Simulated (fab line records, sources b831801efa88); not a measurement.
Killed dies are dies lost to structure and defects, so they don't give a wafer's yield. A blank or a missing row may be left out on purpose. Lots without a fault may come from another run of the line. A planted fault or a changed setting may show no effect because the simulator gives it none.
A struck lot beside a sound one | flow sky130 | 15 steps out of a route of 708
Sound: wafers L611.1, L611.2, L611.6. Struck: wafers L608.2, L608.3, L608.5. The cause comes at the end.
At each step with rows: each side's tool, then ch and its chambers, then its first start. Under that, the readings that differ: sound wafers | struck wafers | difference of the means | sigmas: that difference in standard deviations of wafers without a fault.
alike: readings whose means differ by less than 2 such deviations, and words and numbers that are the same on both sides. not compared: withheld readings, readings that some wafer has no value for, bounds like >300 that may hide the same value, and numbers for which the record gives no deviation and whose values overlap.
The two part at a step that has a row with sigmas, a row that says differs or no value, or rows on one side only. Numbers that don't overlap but have no deviation are shown without sigmas and don't part them. A reading that every wafer of one side lacks parts them only if that side has two wafers or more.

first, 7 steps without rows for these wafers: SKY_PAD_OPEN_DEHYDRATE_00 (time 60 s); SKY_PAD_OPEN_HMDS_01 (prime time 60 s); SKY_PAD_OPEN_COAT_02 (resist thk 2984 nm); SKY_PAD_OPEN_SOFTBAKE_03; SKY_PAD_OPEN_EXPOSE_04 (exposes mask PDM, target cd 60000 nm); SKY_PAD_OPEN_PEB_05; SKY_PAD_OPEN_DEVELOP_06 (develop time 60 s).
SKY_PAD_OPEN_ETCH_07: etches the open film in CF4/O2, stops on AlCu, target depth 725 nm, time 161.1 s.
  sound on rie_diel-02 ch 0,1, day 50 16:23; struck on rie_diel-04 ch 1,2, day 50 16:02
  alike: drypump_motor_current_A, oes_product_au, throttle_valve_pct
  not compared: rf_hours_counter_h
SKY_PAD_OPEN_STRIP_08: strips in O2/N2.
  sound on plasma_asher-04 ch 0,1, day 50 16:29; struck on plasma_asher-02 ch 0,1, day 50 16:08
  alike: drypump_motor_current_A, o2_flow_sccm, oes_product_au, strip_time_to_endpoint_s
  not compared: rf_hours_counter_h
then, 3 steps without rows for these wafers: SKY_PAD_OPEN_STRIP_09 (strips in post etch residue remover, time 1200 s); SKY_PAD_OPEN_CLEAN_10 (cleans in IPA, time 180 s); SKY_PAD_OPEN_CLEAN_11 (cleans in O3/DIW).
SKY_PAD_OPEN_ANNEAL_12:
  sound on furnace-02 ch 0, day 50 17:28; struck on furnace-01, day 50 16:45
  no value came back on the struck wafers for ramp_down_c_per_min, ramp_up_c_per_min; on the sound wafers ramp_down_c_per_min reads 4.0012 4.0001 4.0002
SKY_PAD_OPEN_BOW_MEAS_13:
  sound on film_metro-01, day 50 18:58; struck on film_metro-01, day 50 18:16
  reading           | sound    | struck   | difference | sigmas
  PAD_OPEN_BOW (um) | 41 57 47 | 95 96 94 | +47        | +6
SKY_PAD_OPEN_PROBE_99:
  sound on prober-01, day 50 19:05; struck on prober-02, day 50 18:25
  reading                                | sound                        | struck                        | difference | sigmas
  model.etest.res_xhigh_po.line_ohm_um   | 5286 5253 5472               | 6979 6788 6775                | +1510      |
  model.etest.nfet_16v.r_on_ohm_um       | 1.39e+04 1.382e+04 1.408e+04 | 1.492e+04 1.503e+04 1.51e+04  | +1.083e+03 |
  model.etest.pfet_16v.r_on_ohm_um       | 1.48e+04 1.509e+04 1.512e+04 | 1.638e+04 1.602e+04 1.665e+04 | +1.347e+03 |
  model.etest.pfet_g5v0d10v5.r_on_ohm_um | 4771 4727 4729               | 5074 5238 5177                | +421       |
  model.etest.res_xhigh_po.rs_ohm_sq     | 1865 1838 1911               | 2466 2377 2376                | +535       |
  model.etest.pfet_01v8.r_on_ohm_um      | 2908 2844 2833               | 3096 3150 3066                | +242       |
  model.etest.nfet_g5v0d10v5.r_on_ohm_um | 1887 1856 1871               | 2044 2075 2045                | +183       |
  model.etest.nfet_01v8.r_on_ohm_um      | 828.7 824.1 818.8            | 892.5 908.6 906.3             | +78.6      |
  alike: defect_limited_yield, killed_at_M0_to_M3, killed_at_M4_up, killed_at_contacts, killed_at_front_end, killed_at_other, killed_dies, killed_on_rim, killed_open, killed_short, sort_bin_3_pad_short, sort_bin_5_function, sort_bin_6_memory, sort_n_pass, sort_yield_pct

WHERE THEY PART
First at SKY_PAD_OPEN_ANNEAL_12; last, within this record, at SKY_PAD_OPEN_BOW_MEAS_13. Later steps at which nothing parts them and some readings are alike: SKY_PAD_OPEN_PROBE_99.

WHY: what the simulator had put in
Skipped step whole: furnace-01, from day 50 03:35 on, at SKY_PAD_OPEN_ANNEAL_12. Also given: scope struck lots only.
